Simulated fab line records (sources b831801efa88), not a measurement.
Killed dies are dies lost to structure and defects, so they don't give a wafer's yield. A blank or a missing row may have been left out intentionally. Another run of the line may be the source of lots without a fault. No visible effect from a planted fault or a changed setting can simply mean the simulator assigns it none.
The tool behind it: which one? ; flow gf180mcu ; Sampling: 12 lots, 36 wafers, 4 of 602 route steps

## WHAT THE GAUGES SHOWED, per wafer
GF_V1_BOW_MEAS_05. Usual: V1_BOW gives 79 um (standard deviation 7.7).
lot;measured;on;V1_BOW (um);flag
L625;day 17 03:16;film-metro-01;95 82 77;
L626;day 17 14:37;film-metro-01;74 67 78;
L628;day 18 12:21;film-metro-01;89 94 70;
L629;day 19 02:44;film-metro-03;86 86 81;
L631;day 19 15:58;film-metro-01;65 83 79;
L632;day 19 21:01;film-metro-03;73 65 72;
L635;day 21 01:37;film-metro-02;62 81 85;
L636;day 21 10:29;film-metro-03;77 97 89;
L637;day 21 13:03;film-metro-01;63 71 76;
L638;day 22 03:23;film-metro-03;80 79 86;
L640;day 22 15:50;film-metro-02;81 80 75;
L648;day 25 12:55;film-metro-02;89 78 86;

GF_M2_THK_MEAS_06: measures by xrf. Usual: M2_ALCU_THK gives 446 nm (standard deviation 4.5).
lot;measured;on;M2_ALCU_THK (nm);flag
L625;day 18 05:05;film-metro-03;449 444 450;
L626;day 18 15:37;film-metro-04;445 444 446;
L628;day 19 15:32;film-metro-04;443 440 444;
L629;day 20 04:56;film-metro-03;441 444 438;
L631;day 20 19:07;film-metro-02;449 445 451;
L632;day 20 23:38;film-metro-02;445 449 444;
L635;day 22 03:26;film-metro-04;444 444 447;
L636;day 22 11:35;film-metro-04;448 443 444;
L637;day 22 15:23;film-metro-02;441 448 448;
L638;day 23 04:44;film-metro-02;449 444 452;
L640;day 23 16:14;film-metro-02;437 444 437;
L648;day 26 11:35;film-metro-04;441 449 432;

GF_V2_OVL_MEAS_15. Usual: V2_OVL gives -2 nm (standard deviation 4.8).
lot;measured;on;V2_OVL (nm);flag
L625;day 20 07:35;overlay-01;1 4 0;
L626;day 20 17:48;overlay-02;0 -6 -13;
L628;day 21 16:53;overlay-01;-1 -8 -2;
L629;day 22 07:03;overlay-01;-3 -5 -3;
L631;day 22 19:50;overlay-02;3 0 -11;
L632;day 22 23:48;overlay-02;-12 -4 -8;
L635;day 24 02:16;overlay-02;-3 -4 -1;
L636;day 24 10:56;overlay-02;1 -1 3;
L637;day 24 13:48;overlay-01;-1 1 -1;
L638;day 25 02:15;overlay-01;2 -5 -1;
L640;day 25 14:03;overlay-01;7 -1 -1;
L648;day 28 03:58;overlay-02;-3 -3 -1;

## TOOL THAT RAN EACH LOT (tool first, then ch and the chambers of the sampled wafers, then the start)
lot;GF_M2_SPUTTER_04
L625;pvd-sputter-04, day 18 04:55
L626;pvd-sputter-02, day 18 15:27
L628;pvd-sputter-01, day 19 15:22
L629;pvd-sputter-04, day 20 04:46
L631;pvd-sputter-01, day 20 18:57
L632;pvd-sputter-02, day 20 23:28
L635;pvd-sputter-02, day 22 03:15
L636;pvd-sputter-04, day 22 11:24
L637;pvd-sputter-02, day 22 15:13
L638;pvd-sputter-02, day 23 04:34
L640;pvd-sputter-04, day 23 16:04
L648;pvd-sputter-02, day 26 11:25
- GF_M2_SPUTTER_04: material TiN, target thk 50 nm, time 41.7 s.

## WHAT THE TOOLS THEMSELVES READ (means of the sampled wafers that have a number; where no wafer has one, the mark that the record gives instead)
GF_M2_SPUTTER_04. Usual: 29.9 % for throttle-valve-pct, sd 1.4.
lot;tool;throttle-valve-pct (%);flag
L625;pvd-sputter-04;29.8;
L626;pvd-sputter-02;29.3;
L628;pvd-sputter-01;29.6;
L629;pvd-sputter-04;31.4;
L631;pvd-sputter-01;29.5;
L632;pvd-sputter-02;29.5;
L635;pvd-sputter-02;29.4;
L636;pvd-sputter-04;31.0;
L637;pvd-sputter-02;29.1;
L638;pvd-sputter-02;29.2;
L640;pvd-sputter-04;30.2;
L648;pvd-sputter-02;30.0;

## THE ANSWER, worked out from the rows above alone
Rule: a lot is off if the mean of its wafers that have a number lies more than 3 standard deviations from the usual mean. A lot without any number at a reading at which 4 lots or more have one is off too. All remaining lots with rows at the step are treated as sound. The gauges are gone through in route order, then the tools' own readings, and for those a lot's mean is taken as printed above. At the first step where some lot is off, the reading lying furthest off is the one used; lots without a number count as furthest.
Across all readings shown, no lot is off: no conclusion can be drawn from this.

## WHAT HAD BEEN PUT IN BY THE SIMULATOR
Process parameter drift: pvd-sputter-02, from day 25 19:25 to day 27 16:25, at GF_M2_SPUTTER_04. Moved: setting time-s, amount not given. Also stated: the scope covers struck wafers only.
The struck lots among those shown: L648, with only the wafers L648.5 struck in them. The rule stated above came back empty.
